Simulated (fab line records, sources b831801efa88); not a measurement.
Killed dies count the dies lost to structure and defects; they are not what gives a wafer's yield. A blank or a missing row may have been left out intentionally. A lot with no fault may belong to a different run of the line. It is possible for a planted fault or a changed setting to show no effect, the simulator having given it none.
Chamber matching + flow sky130 + cmp-01 running SKY_CONTACT_CMP_27: 4 sister chambers
The step polishes, stops on SiO2, t overpolish 15 s, target thk 0 nm. 4 wafers are shown with their chamber, then 11 later ones without.

== WAFERS, EACH WITH ITS CHAMBER ==
| wafer  | chamber | motorCurrentA (A) |
|--------|---------|-------------------|
| L078.2 | 2       | 11.7              |
| L078.4 | 3       | 11.3              |
| L078.6 | 1       | 11.4              |
| L082.1 | 0       | 12.8              |

== WAFERS WITH NO CHAMBER GIVEN ==
| wafer  | motorCurrentA (A) |
|--------|-------------------|
| L082.5 | 12.9              |
| L082.6 | 10.5              |
| L083.2 | 11.3              |
| L083.5 | 13.2              |
| L083.6 | 11.4              |
| L084.1 | 12.6              |
| L084.4 | 11.7              |
| L084.5 | 13.0              |
| L086.1 | 13.4              |
| L086.3 | 12.1              |
| L086.4 | 11.3              |

== WHICH CHAMBER EACH WENT THROUGH ==
| wafer  | from the rows above               | in truth |
|--------|-----------------------------------|----------|
| L082.5 | 0                                 | 0        |
| L082.6 | can't be placed: 3 or 1 or 2      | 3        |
| L083.2 | can't be placed: 3 or 1 or 2      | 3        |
| L083.5 | 0                                 | 0        |
| L083.6 | can't be placed: 1 or 3 or 2      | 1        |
| L084.1 | can't be placed: 0 or 2           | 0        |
| L084.4 | can't be placed: 2 or 1 or 3      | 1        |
| L084.5 | 0                                 | 0        |
| L086.1 | 0                                 | 0        |
| L086.3 | can't be placed: 2 or 1 or 0 or 3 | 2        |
| L086.4 | can't be placed: 3 or 1 or 2      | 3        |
Placed correctly: 4 of 11. Cannot be placed on the basis of these rows: 7; the candidates contain the true chamber in 7. Placed wrongly: 0.
How it was worked out, from the rows above alone: a wafer's distance from a chamber is the root of the sum, over the readings, of the square of ((its reading less the chamber's mean) divided by the reading's scatter). The wafer belongs to the nearest chamber; if the next one is less than 2 further off, it can't be placed. For every chamber, the mean is computed from those of its wafers that are shown. The scatter (one wafer shown for each chamber): square how far every hidden wafer sits from the nearest shown wafer, average those squares and take the square root.
